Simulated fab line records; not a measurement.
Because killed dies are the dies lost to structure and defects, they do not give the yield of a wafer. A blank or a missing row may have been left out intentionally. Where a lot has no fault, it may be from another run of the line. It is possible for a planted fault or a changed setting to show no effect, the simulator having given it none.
Matching of chambers :: flow sky130 :: SKY_VIA3_CMP_24 on cmp-01: 4 sister chambers
The step polishes, stops on SiO2, t overpolish 20 s, target thk 0 nm. 7 wafers are shown with their chamber, then 7 later ones without.

## WAFERS PAIRED WITH THEIR CHAMBERS
wafer: L381.6
chamber: 0
motor current A (A): 11.4
time to endpoint s (s): 94

wafer: L385.4
chamber: 0
motor current A (A): 11.2
time to endpoint s (s): 92

wafer: L388.1
chamber: 2
motor current A (A): 9.7
time to endpoint s (s): 91

wafer: L388.5
chamber: 3
motor current A (A): 11.7
time to endpoint s (s): 96

wafer: L388.6
chamber: 2
motor current A (A): 9.7
time to endpoint s (s): 89

wafer: L393.1
chamber: 3
motor current A (A): 12.1
time to endpoint s (s): 98

wafer: L393.4
chamber: 1
motor current A (A): 10.0
time to endpoint s (s): 98

## WAFERS MISSING THEIR CHAMBER
wafer: L393.6
motor current A (A): 10.7
time to endpoint s (s): 96

wafer: L394.2
motor current A (A): 10.8
time to endpoint s (s): 87

wafer: L394.3
motor current A (A): 9.6
time to endpoint s (s): 90

wafer: L394.5
motor current A (A): 11.2
time to endpoint s (s): 88

wafer: L400.2
motor current A (A): 9.4
time to endpoint s (s): 102

wafer: L400.3
motor current A (A): 12.1
time to endpoint s (s): 103

wafer: L400.5
motor current A (A): 9.9
time to endpoint s (s): 97

## CHAMBER TAKEN BY EACH
wafer: L393.6
from the rows above: can't be placed: 0 or 1
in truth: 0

wafer: L394.2
from the rows above: can't be placed: 0 or 2
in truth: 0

wafer: L394.3
from the rows above: 2
in truth: 2

wafer: L394.5
from the rows above: 0
in truth: 0

wafer: L400.2
from the rows above: 1
in truth: 1

wafer: L400.3
from the rows above: 3
in truth: 3

wafer: L400.5
from the rows above: 1
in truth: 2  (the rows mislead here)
Correctly placed: 4 of 7. From these rows, 2 cannot be placed; in 2 the true chamber is one of the candidates. 1 placed wrongly.
How it was worked out, from the rows above alone: a wafer's distance from a chamber is the root of the sum, over the readings, of the square of ((its reading less the chamber's mean) divided by the reading's scatter). The wafer belongs to the nearest chamber; if the next one is less than 2 further off, it can't be placed. Each chamber's mean is taken over the wafers shown for it. The scatter is the square root of a quotient: the sum, over the shown wafers, of each reading's squared deviation from its chamber's mean, divided by wafers minus chambers.
